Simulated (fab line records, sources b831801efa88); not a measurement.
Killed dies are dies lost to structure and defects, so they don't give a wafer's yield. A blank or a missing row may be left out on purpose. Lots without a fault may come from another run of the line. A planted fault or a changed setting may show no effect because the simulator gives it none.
fab line records | flow sky130
record lots=15 wafers=45 last_day=50
route steps=708 shown VIA3@597 PAD_OPEN@708
lots that met no fault: from a run of the same line without faults
start_h: hours from the record's first day to the start of the lot's first wafer shown | wait_h: hours since the lot's step before | " the same as in the row above | L1.1+2: a row that stands for several wafers | - no value, or no start given | * or withheld: withheld | < > ~ a bound
route shown NAME@n: a module of which the file shows steps, and the number in the route of the first | usual: mean/standard deviation of fault-free wafers | same: alike in all rows | chamber/n: place in a boat | sites: the reading at each site | _std_site: their standard deviation | _edge_site: outer sites' mean less inner sites' | radius_mm: how far each site lies from the wafer's centre | mask NAME#n: copy n | behind: the tool/chamber that last shaped the wafer | hold: why the lot was held/for how many hours/how that ended | device: the transistor (n, p or np) that didn't switch | end of line: the same wafers' tests at the end of the route | a step without rows: its recipe alone | killed: dies lost to structure and defects at the first sort, not the wafer's yield | map: a wafer's dies, x killed, . not, _ none there
set.NAME: the setting as run; set.NAME@STEP: as run at that earlier step | model.NAME: the simulator's own value behind a step, which no gauge read
steps of the route over a sample of lots; a table a step, a row a wafer
services: from which hour (start_h, from the record's first day; less than 0 if before it) a tool's chamber was out of use, for how many hours, and why
## steps
# step SKY_VIA3_CMP_24
# recipe stop_on=SiO2 t_overpolish_s=20 down_force_psi=3.5 platen_rpm=60 target_thk_nm=0 pad_velocity_m_s=0.94248
# usual motor_current_A=10.8/0.78 overpolish_run_s=20.000/0.0095 slurry_filter_dp_kPa=13.50/0.13 time_to_endpoint_s=92/3.5
# same t_overpolish_s=20
# columns lot.wafer tool chamber start_h wait_h motor_current_A overpolish_run_s slurry_filter_dp_kPa time_to_endpoint_s
L664.4 cmp-02 2 926.01 0.0 11.4 19.994 13.53 89
L664.1 " 0 " " 11.5 19.997 13.21 94
L664.6 " 3 " " 10.7 19.990 13.49 95
L665.1 cmp-02 2 936.05 0.1 11.1 19.997 13.52 97
L665.4 " 3 " " 10.6 20.007 13.38 92
L665.5 " 0 " " 11.0 20.003 13.56 99
L666.2 cmp-01 2 947.14 0.1 9.6 19.999 13.57 95
L666.1 " 0 " " 12.2 20.010 13.30 97
L666.5 " 2 " " 9.8 20.000 13.49 95
L667.3 cmp-02 0 949.50 0.1 10.5 19.980 13.73 97
L667.2 " 1 " " 9.4 19.998 13.30 99
L667.5 " 3 " " 10.4 19.992 13.21 97
L668.2 cmp-01 3 966.27 0.0 10.8 19.984 13.40 89
L668.1 " 2 " " 10.1 19.987 13.57 91
L668.5 " 0 " " 12.7 20.020 13.55 92
L669.2 cmp-02 1 968.69 0.0 10.1 20.012 13.49 88
L669.3 " 2 " " 10.6 19.992 13.70 91
L669.5 " 2 " " 10.6 19.993 13.55 87
L670.4 cmp-02 2 970.29 0.0 10.5 19.995 13.51 92
L670.1 " 0 " " 11.3 19.991 13.68 90
L670.2 " 1 " " 9.9 19.990 13.31 95
L671.2 cmp-01 2 978.85 0.0 9.7 19.997 13.50 95
L671.4 " 3 " " 11.3 19.999 13.69 97
L671.3 " 0 " " 12.0 20.015 13.56 96
L672.2 cmp-02 2 988.38 0.1 11.0 20.011 13.33 92
L672.3 " 0 " " 10.7 20.003 13.75 97
L672.6 " 2 " " 11.1 19.998 13.22 92
L673.2 cmp-01 1 996.35 0.0 9.8 20.005 13.34 93
L673.3 " 3 " " 10.8 20.007 13.65 88
L673.6 " 1 " " 10.0 20.005 13.57 90
L674.2 cmp-01 0 999.59 0.1 12.2 19.991 13.31 88
L674.1 " 2 " " 10.2 20.014 13.56 92
L674.5 " 3 " " 11.5 20.006 13.66 83
L675.1 cmp-01 0 1009.67 0.1 12.7 20.002 13.65 83
L675.5 " 0 " " 11.9 20.012 13.56 84
L675.6 " 1 " " 10.2 20.009 13.38 86
L684.2 cmp-01 3 1070.46 0.0 10.7 20.008 13.55 91
L684.1 " 0 " " 11.9 20.004 13.50 94
L684.5 " 0 " " 11.8 19.994 13.52 93
L685.4 cmp-01 0 1072.90 0.1 11.9 20.007 13.77 92
L685.1 " 1 " " 10.0 19.997 13.31 93
L685.2 " 2 " " 9.7 19.989 13.63 94
L686.3 cmp-01 3 1077.59 0.0 11.3 19.977 13.53 94
L686.1 " 0 " " 11.2 19.993 13.62 95
L686.4 " 2 " " 10.5 19.997 13.49 97
# step SKY_PAD_OPEN_PROBE_99
# usual defect_limited_yield=82.8/1.8 killed_at_M0_to_M3=42/6.4 killed_at_M4_up=3.0/2 killed_at_contacts=24/5.2 killed_at_front_end=14/4.2 killed_at_other=0.4/0.72 killed_dies=84/9 killed_on_rim=16/3.7 killed_open=46/6.6 killed_short=38/6 sort_bin_3_pad_short=0.9/0.4 sort_bin_5_function=10.1/1.4 sort_bin_6_memory=6.2/1.1 sort_n_pass=408/9 sort_yield_pct=82.8/1.8
# same gross_dies=492 killed_at_back_side=0 sort_bin_4_leakage[%]=0 sort_bin_8_speed[%]=0
# columns lot.wafer tool chamber start_h wait_h defect_limited_yield[%] killed_at_M0_to_M3 killed_at_M4_up killed_at_contacts killed_at_front_end killed_at_other killed_dies killed_on_rim killed_open killed_short sort_bin_3_pad_short[%] sort_bin_5_function[%] sort_bin_6_memory[%] sort_n_pass sort_yield_pct[%]
L664.1 prober-01 - 1072.28 0.1 82.1 45 2 25 16 0 88 18 55 33 0.4 10.8 6.7 404 82.1
L664.4 prober-01 - 1072.43 0.2 84.6 38 3 14 20 1 76 16 40 36 0.4 8.5 6.5 416 84.6
L664.6 prober-01 - 1072.53 0.2 83.7 35 2 24 19 0 80 18 41 38 0.6 9.1 6.5 412 83.7
L665.1 prober-02 - 1081.15 0.1 83.7 34 2 28 15 1 80 18 47 32 0.8 9.6 5.9 412 83.7
L665.4 prober-02 - 1081.30 0.2 87.4 36 2 17 7 0 62 13 37 25 0.4 5.5 6.7 430 87.4
L665.5 prober-02 - 1081.35 0.2 81.3 44 1 26 21 0 92 13 54 37 1.0 11.2 6.5 400 81.3
L666.1 prober-01 - 1089.88 0.1 86.6 33 2 16 15 0 66 18 41 25 0.6 7.3 5.5 426 86.6
L666.2 prober-01 - 1089.93 0.1 85.2 31 2 18 22 0 73 7 38 35 0.4 8.9 5.5 419 85.2
L666.5 prober-01 - 1090.08 0.2 85.6 38 4 17 12 0 71 16 37 34 0.2 9.6 4.7 421 85.6
L667.2 prober-02 - 1092.30 0.1 81.3 51 3 24 14 0 92 17 41 51 1.0 12.0 5.7 400 81.3
L667.3 prober-02 - 1092.35 0.2 81.3 41 0 27 24 0 92 13 60 32 1.2 10.4 7.1 400 81.3
L667.5 prober-02 - 1092.45 0.2 83.7 46 6 22 6 0 80 16 38 42 0.2 11.2 4.9 412 83.7
L668.1 prober-01 - 1106.31 0.1 82.7 42 2 20 19 2 85 17 50 34 1.0 11.8 4.5 407 82.7
L668.2 prober-01 - 1106.36 0.1 85.4 29 1 24 16 2 72 13 40 31 1.0 7.1 6.5 420 85.4
L668.5 prober-01 - 1106.51 0.2 82.5 42 3 26 15 0 86 19 49 37 1.4 9.1 6.9 406 82.5
L669.2 prober-02 - 1109.10 0.1 83.9 35 2 29 13 0 79 14 45 34 0.6 9.8 5.7 413 83.9
L669.3 prober-02 - 1109.15 0.2 85.2 44 2 20 7 0 73 22 38 35 0.8 8.9 5.1 419 85.2
L669.5 prober-02 - 1109.25 0.2 81.1 52 2 24 14 1 93 21 48 45 1.2 12.0 5.7 399 81.1
L670.1 prober-01 - 1109.22 0.1 83.1 40 6 24 12 1 83 15 51 32 0.6 9.8 6.5 409 83.1
L670.2 prober-01 - 1109.27 0.1 82.3 50 4 27 6 0 87 12 56 31 0.6 10.6 6.5 405 82.3
L670.4 prober-01 - 1109.37 0.2 84.3 40 2 30 5 0 77 11 41 36 1.0 9.6 5.1 415 84.3
L671.2 prober-02 - 1118.31 0.1 82.5 39 2 29 16 0 86 23 45 40 1.2 11.4 4.9 406 82.5
L671.3 prober-02 - 1118.36 0.2 85.8 39 1 17 13 0 70 9 43 27 0.4 7.7 6.1 422 85.8
L671.4 prober-02 - 1118.41 0.2 83.7 41 3 20 16 0 80 21 35 45 0.6 9.8 5.9 412 83.7
L672.2 prober-01 - 1125.43 0.1 81.3 44 8 24 16 0 92 18 46 43 0.6 10.0 8.1 400 81.3
L672.3 prober-01 - 1125.48 0.2 83.1 44 3 25 10 1 83 18 36 45 0.8 10.8 5.3 409 83.1
L672.6 prober-01 - 1125.63 0.2 80.5 47 3 36 10 0 96 13 47 49 0.8 10.8 7.9 396 80.5
L673.2 prober-02 - 1130.51 0.1 80.7 46 5 31 12 1 95 20 49 46 1.0 11.2 7.1 397 80.7
L673.3 prober-02 - 1130.56 0.2 86.0 36 3 16 13 1 69 17 38 31 0.4 8.3 5.3 423 86.0
L673.6 prober-02 - 1130.71 0.2 84.1 40 6 21 11 0 78 12 40 38 0.8 9.1 5.9 414 84.1
L674.1 prober-01 - 1133.52 0.1 83.9 45 3 23 8 0 79 15 43 36 1.4 9.6 5.1 413 83.9
L674.2 prober-01 - 1133.57 0.1 82.7 48 3 22 12 0 85 14 46 39 0.4 10.6 6.3 407 82.7
L674.5 prober-01 - 1133.72 0.2 85.0 33 3 26 12 0 74 15 31 42 1.2 9.6 4.3 418 85.0
L675.1 prober-02 - 1143.25 0.1 81.3 39 9 31 13 0 92 24 50 42 0.8 11.4 6.5 400 81.3
L675.5 prober-02 - 1143.45 0.2 81.7 44 4 27 15 0 90 15 49 41 1.0 11.2 6.1 402 81.7
L675.6 prober-02 - 1143.50 0.2 79.1 57 3 30 13 0 103 19 53 50 1.2 11.8 7.9 389 79.1
L684.1 prober-02 - 1191.62 0.1 54.7 195 2 15 11 0 223 41 44 35 4.1 31.3 10.0 269 54.7
L684.2 prober-02 - 1191.67 0.1 82.5 40 4 19 23 0 86 17 49 36 0.6 11.0 5.9 406 82.5
L684.5 prober-02 - 1191.82 0.2 53.3 197 5 12 15 1 230 41 32 32 3.5 30.5 12.8 262 53.3
L685.1 prober-01 - 1193.94 0.1 85.4 30 1 25 16 0 72 16 45 27 0.8 7.5 6.3 420 85.4
L685.2 prober-01 - 1193.99 0.1 83.1 42 1 29 11 0 83 15 39 44 1.4 9.1 6.3 409 83.1
L685.4 prober-01 - 1194.09 0.2 57.1 177 1 20 13 0 211 48 40 31 1.4 28.0 13.4 281 57.1
L686.1 prober-02 - 1197.32 0.1 57.9 178 1 18 10 0 207 39 35 28 3.3 24.4 14.4 285 57.9
L686.3 prober-02 - 1197.42 0.2 80.9 45 6 35 8 0 94 11 51 42 1.4 11.0 6.7 398 80.9
L686.4 prober-02 - 1197.47 0.2 78.9 48 2 30 24 0 104 25 59 45 0.8 11.2 9.1 388 78.9
# killed by level:class
L664.1 LI_CONTACT:geometric_particle:open=10 VIA1:geometric_particle:open=10 VIA3:geometric_particle:open=9 CONTACT:geometric_particle:open=7 METAL1:geometric_particle:short=6 FIELD_ISO:geometric_particle:open=4 FIELD_ISO:geometric_particle:short=4 CONTACT:geometric_particle:short=4
L664.4 METAL1:geometric_particle:short=10 VIA1:geometric_particle:open=9 POLY_GATE:geometric_particle:open=5 LI_CONTACT:geometric_particle:open=5 VIA2:geometric_particle:open=5 FIELD_ISO:geometric_particle:open=4 FIELD_ISO:geometric_particle:short=3 POLY_GATE:geometric_particle:short=3
L664.6 VIA1:geometric_particle:open=8 CONTACT:geometric_particle:open=8 LOCAL_INTERCONNECT:geometric_particle:short=6 VIA1:geometric_particle:short=6 VIA3:geometric_particle:open=6 FIELD_ISO:geometric_particle:open=5 POLY_GATE:geometric_particle:short=5 FIELD_ISO:geometric_particle:short=4
L665.1 CONTACT:geometric_particle:open=11 LI_CONTACT:geometric_particle:open=8 VIA1:geometric_particle:open=8 METAL2:geometric_particle:short=6 VIA3:geometric_particle:open=6 LI_CONTACT:geometric_particle:short=5 POLY_GATE:geometric_particle:short=4 VIA3:geometric_particle:short=4
L665.4 VIA1:geometric_particle:open=11 CONTACT:geometric_particle:open=8 VIA3:geometric_particle:open=8 VIA1:geometric_particle:short=5 POLY_GATE:geometric_particle:open=3 LI_CONTACT:geometric_particle:short=3 CONTACT:geometric_particle:short=3 VIA3:geometric_particle:short=3
L665.5 VIA1:geometric_particle:open=17 LI_CONTACT:geometric_particle:open=10 CONTACT:geometric_particle:open=8 VIA1:geometric_particle:short=7 FIELD_ISO:geometric_particle:short=6 VIA3:geometric_particle:open=6 METAL2:geometric_particle:short=5 FIELD_ISO:geometric_particle:open=4
L666.1 VIA1:geometric_particle:open=9 VIA2:geometric_particle:open=8 FIELD_ISO:geometric_particle:open=5 FIELD_ISO:geometric_particle:short=5 METAL1:geometric_particle:short=4 LI_CONTACT:geometric_particle:open=4 LOCAL_INTERCONNECT:geometric_particle:short=4 CONTACT:geometric_particle:open=4
L666.2 VIA1:geometric_particle:open=7 CONTACT:geometric_particle:open=6 VIA3:geometric_particle:open=5 POLY_GATE:geometric_particle:open=5 POLY_GATE:geometric_particle:short=5 METAL2:geometric_particle:short=5 FIELD_ISO:geometric_particle:open=4 LI_CONTACT:geometric_particle:open=4
L666.5 VIA1:geometric_particle:open=7 METAL2:geometric_particle:short=6 CONTACT:geometric_particle:open=6 LI_CONTACT:geometric_particle:open=5 VIA2:geometric_particle:short=5 VIA3:geometric_particle:open=4 CONTACT:geometric_particle:short=4 POLY_GATE:geometric_particle:short=3
L667.2 VIA1:geometric_particle:open=8 LI_CONTACT:geometric_particle:open=7 CONTACT:geometric_particle:open=7 VIA1:geometric_particle:short=7 VIA3:geometric_particle:open=7 METAL2:geometric_particle:short=6 LOCAL_INTERCONNECT:geometric_particle:short=5 METAL1:geometric_particle:short=5
L667.3 POLY_GATE:geometric_particle:open=11 VIA1:geometric_particle:open=11 LI_CONTACT:geometric_particle:open=8 CONTACT:geometric_particle:open=8 METAL2:geometric_particle:short=7 FIELD_ISO:geometric_particle:short=6 METAL2:geometric_particle:open=6 VIA2:geometric_particle:open=6
L667.5 CONTACT:geometric_particle:open=10 METAL1:geometric_particle:short=8 VIA3:geometric_particle:open=8 VIA1:geometric_particle:open=6 METAL2:geometric_particle:short=6 LOCAL_INTERCONNECT:geometric_particle:short=5 VIA2:geometric_particle:short=5 VIA2:geometric_particle:open=5
L668.1 LI_CONTACT:geometric_particle:open=10 VIA3:geometric_particle:open=9 VIA3:geometric_particle:short=8 POLY_GATE:geometric_particle:short=7 CONTACT:geometric_particle:open=7 VIA1:geometric_particle:open=6 VIA2:geometric_particle:open=6 POLY_GATE:geometric_particle:open=5
L668.2 LI_CONTACT:geometric_particle:open=10 VIA1:geometric_particle:open=7 CONTACT:geometric_particle:open=6 POLY_GATE:geometric_particle:short=4 LOCAL_INTERCONNECT:geometric_particle:short=4 VIA1:geometric_particle:short=4 FIELD_ISO:geometric_particle:short=3 POLY_GATE:geometric_particle:open=3
L668.5 VIA1:geometric_particle:open=10 VIA3:geometric_particle:open=9 LI_CONTACT:geometric_particle:open=7 METAL2:geometric_particle:short=7 VIA2:geometric_particle:open=7 CONTACT:geometric_particle:open=6 FIELD_ISO:geometric_particle:short=5 LI_CONTACT:geometric_particle:short=5
L669.2 VIA1:geometric_particle:open=10 CONTACT:geometric_particle:open=9 LOCAL_INTERCONNECT:geometric_particle:short=7 VIA1:geometric_particle:short=6 LI_CONTACT:geometric_particle:open=5 VIA2:geometric_particle:open=5 LI_CONTACT:geometric_particle:short=4 VIA2:geometric_particle:short=4
L669.3 CONTACT:geometric_particle:open=6 VIA1:geometric_particle:open=6 VIA1:geometric_particle:short=6 VIA2:geometric_particle:open=6 LI_CONTACT:geometric_particle:open=5 METAL1:geometric_particle:short=5 VIA2:geometric_particle:short=5 LOCAL_INTERCONNECT:geometric_particle:short=4
L670.1 VIA3:geometric_particle:open=11 VIA1:geometric_particle:open=8 LOCAL_INTERCONNECT:geometric_particle:short=7 VIA2:geometric_particle:open=7 FIELD_ISO:geometric_particle:open=6 CONTACT:geometric_particle:open=6 LI_CONTACT:geometric_particle:open=6 METAL1:geometric_particle:short=5
L669.5 CONTACT:geometric_particle:open=9 VIA3:geometric_particle:open=8 VIA1:geometric_particle:open=7 VIA2:geometric_particle:open=7 METAL1:geometric_particle:short=6 VIA1:geometric_particle:short=6 LI_CONTACT:geometric_particle:open=5 LOCAL_INTERCONNECT:geometric_particle:short=5
L670.2 VIA1:geometric_particle:open=15 CONTACT:geometric_particle:open=13 METAL1:geometric_particle:short=6 LI_CONTACT:geometric_particle:open=6 VIA1:geometric_particle:short=6 VIA2:geometric_particle:open=5 METAL2:geometric_particle:open=4 LOCAL_INTERCONNECT:geometric_particle:short=4
L670.4 CONTACT:geometric_particle:open=10 VIA2:geometric_particle:open=7 LI_CONTACT:geometric_particle:open=7 METAL1:geometric_particle:short=6 CONTACT:geometric_particle:short=5 VIA1:geometric_particle:short=5 VIA3:geometric_particle:open=5 LOCAL_INTERCONNECT:geometric_particle:short=4
L671.2 CONTACT:geometric_particle:open=11 VIA1:geometric_particle:open=7 LI_CONTACT:geometric_particle:open=7 CONTACT:geometric_particle:short=7 METAL1:geometric_particle:short=6 FIELD_ISO:geometric_particle:open=4 METAL2:geometric_particle:short=4 VIA1:geometric_particle:short=4
L671.3 CONTACT:geometric_particle:open=11 VIA1:geometric_particle:open=11 METAL2:geometric_particle:short=8 FIELD_ISO:geometric_particle:open=4 METAL1:geometric_particle:short=4 VIA1:geometric_particle:short=4 VIA3:geometric_particle:open=4 POLY_GATE:geometric_particle:open=3
L671.4 VIA1:geometric_particle:open=10 METAL2:geometric_particle:short=8 FIELD_ISO:geometric_particle:short=6 CONTACT:geometric_particle:open=6 VIA2:geometric_particle:open=6 POLY_GATE:geometric_particle:short=5 VIA3:geometric_particle:short=5 LI_CONTACT:geometric_particle:open=4
L672.2 VIA1:geometric_particle:open=10 METAL2:geometric_particle:short=9 CONTACT:geometric_particle:open=8 LI_CONTACT:geometric_particle:open=7 METAL1:geometric_particle:short=6 VIA3:geometric_particle:open=6 FIELD_ISO:geometric_particle:short=5 POLY_GATE:geometric_particle:short=5
L672.3 VIA1:geometric_particle:open=13 METAL2:geometric_particle:short=10 LI_CONTACT:geometric_particle:open=6 CONTACT:geometric_particle:short=6 FIELD_ISO:geometric_particle:short=5 LI_CONTACT:geometric_particle:short=5 CONTACT:geometric_particle:open=5 VIA2:geometric_particle:open=5
L672.6 LI_CONTACT:geometric_particle:open=15 METAL1:geometric_particle:short=9 CONTACT:geometric_particle:short=8 VIA1:geometric_particle:open=8 CONTACT:geometric_particle:open=6 VIA3:geometric_particle:open=6 VIA1:geometric_particle:short=6 METAL2:geometric_particle:short=5
L673.2 CONTACT:geometric_particle:open=14 VIA3:geometric_particle:open=8 VIA2:geometric_particle:open=6 LI_CONTACT:geometric_particle:open=6 CONTACT:geometric_particle:short=6 VIA2:geometric_particle:short=5 VIA1:geometric_particle:open=5 METAL2:geometric_particle:short=5
L673.3 METAL1:geometric_particle:short=8 VIA2:geometric_particle:open=7 LI_CONTACT:geometric_particle:open=6 VIA3:geometric_particle:open=5 VIA1:geometric_particle:open=4 CONTACT:geometric_particle:short=4 FIELD_ISO:geometric_particle:short=3 POLY_GATE:geometric_particle:open=3
L673.6 CONTACT:geometric_particle:open=8 VIA1:geometric_particle:open=7 METAL1:geometric_particle:short=6 VIA2:geometric_particle:open=6 LI_CONTACT:geometric_particle:open=5 VIA1:geometric_particle:short=5 LOCAL_INTERCONNECT:geometric_particle:short=4 VIA2:geometric_particle:short=4
L674.1 METAL2:geometric_particle:short=10 VIA2:geometric_particle:open=9 VIA3:geometric_particle:open=8 CONTACT:geometric_particle:open=7 LI_CONTACT:geometric_particle:short=6 LI_CONTACT:geometric_particle:open=5 VIA1:geometric_particle:open=5 VIA2:geometric_particle:short=4
L674.2 VIA1:geometric_particle:open=13 CONTACT:geometric_particle:open=8 LI_CONTACT:geometric_particle:open=7 METAL1:geometric_particle:short=7 VIA3:geometric_particle:open=6 VIA2:geometric_particle:open=5 LOCAL_INTERCONNECT:geometric_particle:short=4 VIA1:geometric_particle:short=4
L674.5 CONTACT:geometric_particle:open=7 LOCAL_INTERCONNECT:geometric_particle:short=6 METAL1:geometric_particle:short=6 LI_CONTACT:geometric_particle:open=5 VIA1:geometric_particle:open=5 METAL2:geometric_particle:short=5 VIA2:geometric_particle:open=4 METAL3:geometric_particle:short=4
L675.1 CONTACT:geometric_particle:open=15 METAL2:geometric_particle:short=10 CONTACT:geometric_particle:short=8 VIA1:geometric_particle:open=8 METAL4:geometric_particle:short=8 VIA3:geometric_particle:open=7 FIELD_ISO:geometric_particle:open=5 VIA2:geometric_particle:open=5
L675.5 CONTACT:geometric_particle:open=14 METAL2:geometric_particle:short=9 VIA1:geometric_particle:open=9 LI_CONTACT:geometric_particle:open=6 VIA3:geometric_particle:open=6 FIELD_ISO:geometric_particle:short=5 LOCAL_INTERCONNECT:geometric_particle:short=4 VIA2:geometric_particle:short=4
L675.6 VIA1:geometric_particle:open=18 CONTACT:geometric_particle:open=10 VIA1:geometric_particle:short=9 LOCAL_INTERCONNECT:geometric_particle:short=7 VIA2:geometric_particle:open=7 METAL2:geometric_particle:short=6 VIA3:geometric_particle:open=5 CONTACT:geometric_particle:short=5
L684.1 VIA3:unspecified=144 VIA1:geometric_particle:open=14 METAL2:geometric_particle:short=11 VIA3:geometric_particle:open=6 FIELD_ISO:geometric_particle:open=4 LI_CONTACT:geometric_particle:open=4 CONTACT:geometric_particle:open=4 VIA1:geometric_particle:short=4
L684.2 FIELD_ISO:geometric_particle:open=8 VIA1:geometric_particle:open=8 LI_CONTACT:geometric_particle:open=7 VIA1:geometric_particle:short=6 CONTACT:geometric_particle:open=5 METAL2:geometric_particle:short=5 FIELD_ISO:geometric_particle:short=4 VIA2:geometric_particle:open=4
L684.5 VIA3:unspecified=166 METAL2:geometric_particle:short=8 VIA1:geometric_particle:open=7 FIELD_ISO:geometric_particle:short=5 FIELD_ISO:geometric_particle:open=4 POLY_GATE:geometric_particle:open=4 CONTACT:geometric_particle:open=4 VIA3:geometric_particle:open=4
L685.1 LI_CONTACT:geometric_particle:open=8 CONTACT:geometric_particle:open=8 VIA1:geometric_particle:open=7 VIA2:geometric_particle:open=7 VIA3:geometric_particle:open=5 FIELD_ISO:geometric_particle:short=4 FIELD_ISO:geometric_particle:open=4 LI_CONTACT:geometric_particle:short=3
L685.2 VIA1:geometric_particle:open=11 CONTACT:geometric_particle:short=9 CONTACT:geometric_particle:open=8 METAL1:geometric_particle:short=7 LI_CONTACT:geometric_particle:open=6 METAL2:geometric_particle:short=6 VIA1:geometric_particle:short=5 POLY_GATE:geometric_particle:short=4
L685.4 VIA3:unspecified=140 LI_CONTACT:geometric_particle:open=9 CONTACT:geometric_particle:open=8 VIA1:geometric_particle:short=7 METAL1:geometric_particle:short=6 VIA1:geometric_particle:open=6 FIELD_ISO:geometric_particle:short=4 VIA2:geometric_particle:open=4
L686.1 VIA3:unspecified=144 VIA1:geometric_particle:open=10 LI_CONTACT:geometric_particle:open=9 VIA1:geometric_particle:short=9 VIA3:geometric_particle:open=5 FIELD_ISO:geometric_particle:short=4 METAL2:geometric_particle:short=4 LOCAL_INTERCONNECT:geometric_particle:short=3
L686.3 LI_CONTACT:geometric_particle:open=11 VIA3:geometric_particle:open=10 CONTACT:geometric_particle:open=9 VIA2:geometric_particle:open=8 CONTACT:geometric_particle:short=8 METAL1:geometric_particle:short=5 VIA3:geometric_particle:short=5 METAL4:geometric_particle:short=5
L686.4 LI_CONTACT:geometric_particle:open=12 VIA1:geometric_particle:open=10 FIELD_ISO:geometric_particle:open=9 CONTACT:geometric_particle:open=9 FIELD_ISO:geometric_particle:short=7 VIA2:geometric_particle:open=7 METAL2:geometric_particle:short=7 LOCAL_INTERCONNECT:geometric_particle:short=5
## services
# columns tool chamber start_h hours kind
cmp-02 - 912.14 4.0 pm
cmp-02 - 916.14 - consumable_replace:conditioner
cmp-02 - 916.14 - consumable_replace:pad
cmp-01 - 943.29 0.4 repair
cmp-01 - 947.81 7.6 repair
cmp-01 - 956.24 6.8 pm
cmp-02 - 1021.78 0.5 repair
cmp-02 - 1027.67 8.5 pm
cmp-01 - 1053.78 1.4 repair
## key
first_sign step=SKY_PAD_OPEN_PROBE_99 reading=killed_at_M0_to_M3 direction=up sigmas=23 usual=42 struck=187
effect step=SKY_PAD_OPEN_PROBE_99 reading=defect_limited_yield direction=down sigmas=15 usual=82.8 struck=55.7
met_at SKY_VIA3_CMP_24
struck_lots L684,L685,L686
struck_wafers L684.1,L684.5,L685.4,L686.1
onset_between 1009.67 1070.46
fault kind=chamber_particle_source tool=cmp-01 chamber=0 onset_h=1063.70 steps=SKY_VIA3_CMP_24 rate_per_visit_cm2=0.76995 end_h=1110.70
